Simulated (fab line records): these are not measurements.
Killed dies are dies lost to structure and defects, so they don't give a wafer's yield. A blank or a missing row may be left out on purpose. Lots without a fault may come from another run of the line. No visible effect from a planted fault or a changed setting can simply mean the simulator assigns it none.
The same fault as seen by 2 desks | flow gf180mcu | each desk has only its own numbers; what lay behind them comes last

DESK OF THE TOOL OWNER: implanter-02
The tool's own readings at GF_LVPWELL_IMPLANT_09: means of the sampled wafers that have a number, for each lot that ran on this tool. If a lot's mean is further than 4 standard deviations from the usual mean, the lot is out of limits and carries the mark OUT (the distance appears in the brackets).
Columns: A = end station pressure torr at GF_LVPWELL_IMPLANT_09, usual 5.02e-06 Torr
lot  | first seen here | A
L170 | day 4 02:25     | 4.99e-06
L176 | day 5 14:10     | 5.23e-06
L177 | day 5 21:05     | 4.85e-06
L180 | day 6 13:23     | 5.05e-06
L187 | day 8 00:28     | 4.96e-06
L188 | day 8 05:50     | 4.75e-06
This desk found nothing out of limits on any of the 6 lots.

AT THE METROLOGY DESK
What the gauges read for every lot (on any tool): the sampled wafers with a number, averaged. If a lot's mean is further than 4 standard deviations from the usual mean, the lot is out of limits and carries the mark OUT (the distance appears in the brackets).
Columns: A = DNWELL_TW at GF_DNWELL_TW_MEAS_09, usual 1349; B = LVPWELL_OVL at GF_LVPWELL_OVL_MEAS_07, usual -0.6 nm; C = LVPWELL_RS at GF_VT_IMPLANT_RS_MEAS_48, usual 1195 ohm/sq
lot  | first seen here | A    | B    | C
L169 | day 2 17:53     | 1351 | -2.6 | 1199
L170 | day 3 00:23     | 1349 | -0.0 | 1197
L171 | day 3 05:32     | 1347 | -0.9 | 1192
L173 | day 3 20:33     | 1354 | -2.3 | 1199
L174 | day 4 02:01     | 1347 | 0.4  | 1199
L175 | day 4 03:38     | 1347 | -2.0 | 1193
L176 | day 4 09:26     | 1353 | 1.2  | 1198
L177 | day 4 16:08     | 1357 | -1.0 | 1199
L179 | day 5 00:56     | 1346 | -2.6 | 1194
L180 | day 5 07:47     | 1351 | 0.3  | 1197
L187 | day 6 17:17     | 1353 | -0.4 | 1226 (+9.4) OUT
L188 | day 6 22:05     | 1347 | 0.6  | 1235 (+12) OUT
L190 | day 7 09:11     | 1348 | 2.2  | 1197
Per this desk, out of limits: L187, L188; the first was L187, day 12 13:13 (LVPWELL_RS at GF_VT_IMPLANT_RS_MEAS_48). In limits: L169, L170, L171, L173, L174, L175, L176, L177, L179, L180, L190.

BROUGHT TOGETHER
Metrology desk: alarm possible at day 12 13:13 on L187, L188.
Nothing out of limits was seen by the tool owner's desk.
Tool owner's desk: L187, L188 on record, inside its limits.
GF_LVPWELL_IMPLANT_09 was run on implanter-02 by each of the lots named.

WHAT THE SIMULATOR HAD PUT IN
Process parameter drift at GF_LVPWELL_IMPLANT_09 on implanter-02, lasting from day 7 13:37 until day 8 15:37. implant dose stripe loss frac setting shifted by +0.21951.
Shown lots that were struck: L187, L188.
Per desk, hours elapsed from the start of the fault to the first reading out of limits: for the metrology desk, 120.
